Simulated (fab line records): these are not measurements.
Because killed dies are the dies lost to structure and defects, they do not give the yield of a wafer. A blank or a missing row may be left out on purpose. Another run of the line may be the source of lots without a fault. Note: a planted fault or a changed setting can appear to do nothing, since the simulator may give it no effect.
One fault seen from 2 desks | flow sky130 | each desk has only its own numbers; what lay behind them comes last

== THE METROLOGY DESK ==
Means of the sampled wafers that have a number, per lot and without regard to the tool the lot ran on: this is what the gauges read. Marked OUT: a lot whose mean sits more than 4 standard deviations from the usual mean, which makes it out of limits; the brackets give that distance.
Columns: A = GATE_OXIDE_OVL at SKY_GATE_OXIDE_OVL_MEAS_10, usual -0.2 nm; B = POLY_GATE_TW at SKY_RES_PROTECT_TW_MEAS_08, usual 4006
lot  | first seen here | A    | B
L816 | day 14 12:09    | -0.6 | 4052
L817 | day 14 16:30    | 0.8  | 4014
L819 | day 15 08:19    | 1.3  | 3982
L818 | day 15 08:37    | 0.8  | 3981
L821 | day 16 00:41    | -1.7 | 4047
L822 | day 16 09:07    | -1.0 | 3982
L823 | day 16 13:13    | -0.8 | 4047
L824 | day 17 00:25    | 0.9  | 4011
L825 | day 17 15:50    | 1.2  | 4029
L835 | day 20 23:58    | -0.0 | 3978
L836 | day 21 01:48    | 1.7  | 3975
L838 | day 21 19:50    | -1.5 | 3982
Result from this desk: across the 12 lots, nothing is out of limits.

== FOR THE TOOL OWNER'S DESK: lithoTrack-04 ==
The tool's own readings at SKY_VT_ADJUST_LVTN_COAT_02 (resist thk 3000 nm): means of the sampled wafers that have a number, for each lot that ran on this tool. Marked OUT: a lot whose mean sits more than 4 standard deviations from the usual mean, which makes it out of limits; the brackets give that distance.
Columns: A = resistLineTempC at SKY_VT_ADJUST_LVTN_COAT_02, usual 22.98 C
lot  | first seen here | A
L818 | day 7 14:58     | 23.24
L821 | day 8 02:37     | 23.03
L822 | day 8 10:35     | 23.00
L823 | day 8 14:02     | 22.88
L824 | day 8 22:01     | 23.01
L825 | day 9 06:53     | 22.94
L835 | day 12 01:17    | 23.09
Result from this desk: across the 7 lots, nothing is out of limits.

== ALL TOGETHER ==
At the metrology desk, nothing out of limits was observed.
The desk of the tool owner found nothing out of limits.

== WHAT HAD BEEN PUT IN BY THE SIMULATOR ==
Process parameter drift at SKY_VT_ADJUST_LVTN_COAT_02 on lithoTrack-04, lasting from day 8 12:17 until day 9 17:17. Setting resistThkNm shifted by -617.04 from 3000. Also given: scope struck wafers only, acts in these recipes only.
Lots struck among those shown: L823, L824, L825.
